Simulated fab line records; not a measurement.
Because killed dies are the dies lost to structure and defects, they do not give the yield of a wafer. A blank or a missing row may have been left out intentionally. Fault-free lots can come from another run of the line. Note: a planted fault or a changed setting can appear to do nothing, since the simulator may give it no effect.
What tool caused it? ; flow sky130 ; 6 lots, 18 wafers sampled, at 2 steps of a route of 708

== WHAT THE GAUGES SHOWED, per wafer ==
SKY_SD_N_RS_MEAS_16: a four-point-probe measurement.
lot;measured;on;SD_N_RS (ohm/sq)
L952;day 28 13:48;film-metro-02;68.56 68.56 68.56
L954;day 30 08:16;film-metro-04;68.63 68.62 68.84
L957;day 30 14:53;film-metro-03;65.90 66.05 65.92 65.98 65.98 65.94
L961;day 31 17:55;film-metro-03;68.63 68.66 68.66
L970;day 35 10:14;film-metro-03;68.58 68.72 68.59
L971;day 35 16:41;film-metro-04;68.76 68.65 68.63

== WHICH TOOL RAN EACH LOT (tool, then ch and the chambers of the sampled wafers, then the start) ==
lot;SKY_SD_N_IMPLANT_10
L952;implanter-03 ch 0, day 28 13:16
L954;implanter-03 ch 0, day 30 07:44
L957;implanter-02 ch 0, day 30 14:02
L961;implanter-02 ch 0, day 31 17:23
L970;implanter-03 ch 0, day 35 09:41
L971;implanter-03 ch 0, day 35 16:08
- SKY_SD_N_IMPLANT_10

== THE ANSWER, worked out from the rows above alone ==
Rule: the lots themselves supply what counts as usual. The widest of any qualifying gaps counts: lots, ordered by their means at a reading, are off when they make up no more than a third of the lots, leave a main group of 4 or more, and stand apart from it by 3 or more times the standard deviation of that group's means. Not used: any main group whose means are identical at the precision the tables above print for the reading. A lot without any number at a reading at which 4 lots or more have one is off too. The other lots that the step has rows for count as sound.
Off: L957, at SKY_SD_N_RS_MEAS_16 (SD_N_RS). The main group has a mean of 68.64 ohm/sq with a standard deviation of 0.048.
If a tool, at a process step before that reading, ran all the lots that are off and no sound lot after the first of them, it fits. The gauges at SKY_SD_N_RS_MEAS_16 are tried like those tools. Of those tried, none fits.

== WHAT THE SIMULATOR PUT IN ==
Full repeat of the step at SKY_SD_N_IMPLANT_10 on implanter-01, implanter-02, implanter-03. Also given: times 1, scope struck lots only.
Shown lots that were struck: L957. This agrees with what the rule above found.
